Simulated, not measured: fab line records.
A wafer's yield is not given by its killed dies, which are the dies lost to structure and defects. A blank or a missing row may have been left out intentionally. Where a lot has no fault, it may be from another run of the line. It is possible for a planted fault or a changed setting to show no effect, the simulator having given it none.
Which tool was responsible?	flow gf180mcu	6 lots with 18 wafers sampled at 5 steps, on a route of 602 steps

## WHAT THE GAUGES READ, wafer by wafer
GF_V4_THK_MEAS_03.
lot	measured	on	V4_CVD_02_THK (nm)
L458	day 24 04:39	film-metro-03	844 849 856
L468	day 27 16:58	film-metro-04	665 851 684
L470	day 27 23:31	film-metro-01	824 845 867
L473	day 28 21:29	film-metro-01	819 861 845
L477	day 30 02:04	film-metro-04	850 859 852
L479	day 30 11:26	film-metro-03	857 856 880

## WHAT TOOL EACH LOT RAN ON (gives the tool, then ch and the chambers of the sampled wafers, and finally the start)
lot	GF_V3_STRIP_18	GF_M4_SPUTTER_03	GF_M4_SPUTTER_04	GF_V4_CVD_02
L458	plasma-asher-01 ch 0,1, day 23 02:59	pvd-sputter-03, day 23 04:23	pvd-sputter-03, day 23 04:24	pecvd-03 ch 1,2, day 24 04:35
L468	plasma-asher-03 ch 0,1, day 26 17:44	pvd-sputter-03, day 26 19:43	pvd-sputter-03, day 26 19:44	pecvd-04 ch 0,1, day 27 16:53
L470	plasma-asher-01 ch 0,1, day 27 01:14	pvd-sputter-02, day 27 02:39	pvd-sputter-02, day 27 02:40	pecvd-02 ch 1,2, day 27 23:26
L473	plasma-asher-04 ch 0,1, day 27 23:26	pvd-sputter-01, day 28 00:49	pvd-sputter-01, day 28 00:50	pecvd-03 ch 0,1,2, day 28 21:25
L477	plasma-asher-01 ch 0,1, day 29 05:26	pvd-sputter-02, day 29 06:50	pvd-sputter-02, day 29 06:51	pecvd-03 ch 0,1, day 30 01:59
L479	plasma-asher-04 ch 0,1, day 29 13:59	pvd-sputter-01, day 29 15:24	pvd-sputter-01, day 29 15:25	pecvd-04 ch 0,1, day 30 11:22
- GF_V3_STRIP_18: strips in O2/N2.
- GF_M4_SPUTTER_03: material Ti, target thk 10 nm, time 6.7 s.
- GF_M4_SPUTTER_04: material TiN, target thk 50 nm, time 41.7 s.
- GF_V4_CVD_02: deposits SiO2 from TEOS, target thk 850 nm, time 94.851 s.

## THE ANSWER, worked out from the rows above alone
Rule: the lots themselves supply what counts as usual. The widest of any qualifying gaps counts: lots, ordered by their means at a reading, are off when they make up no more than a third of the lots, leave a main group of 4 or more, and stand apart from it by 3 or more times the standard deviation of that group's means. The tables above print the reading to a certain number of digits; a main group whose means all agree to those digits is not used. A lot without any number at a reading at which 4 lots or more have one is off too. Any other lot the step has rows for is counted as sound.
Off: at GF_V4_THK_MEAS_03 (V4_CVD_02_THK), L468. Main group: mean 851 nm, sd 7.8.
If a tool, at a process step before that reading, ran all the lots that are off and no sound lot after the first of them, it fits. The gauges at GF_V4_THK_MEAS_03 are tried like those tools. Undecided on this evidence; 2 tools fit (plasma-asher-03 at GF_V3_STRIP_18, pvd-sputter-03 at GF_M4_SPUTTER_03 and GF_M4_SPUTTER_04).

## WHAT THE SIMULATOR HAD PUT IN
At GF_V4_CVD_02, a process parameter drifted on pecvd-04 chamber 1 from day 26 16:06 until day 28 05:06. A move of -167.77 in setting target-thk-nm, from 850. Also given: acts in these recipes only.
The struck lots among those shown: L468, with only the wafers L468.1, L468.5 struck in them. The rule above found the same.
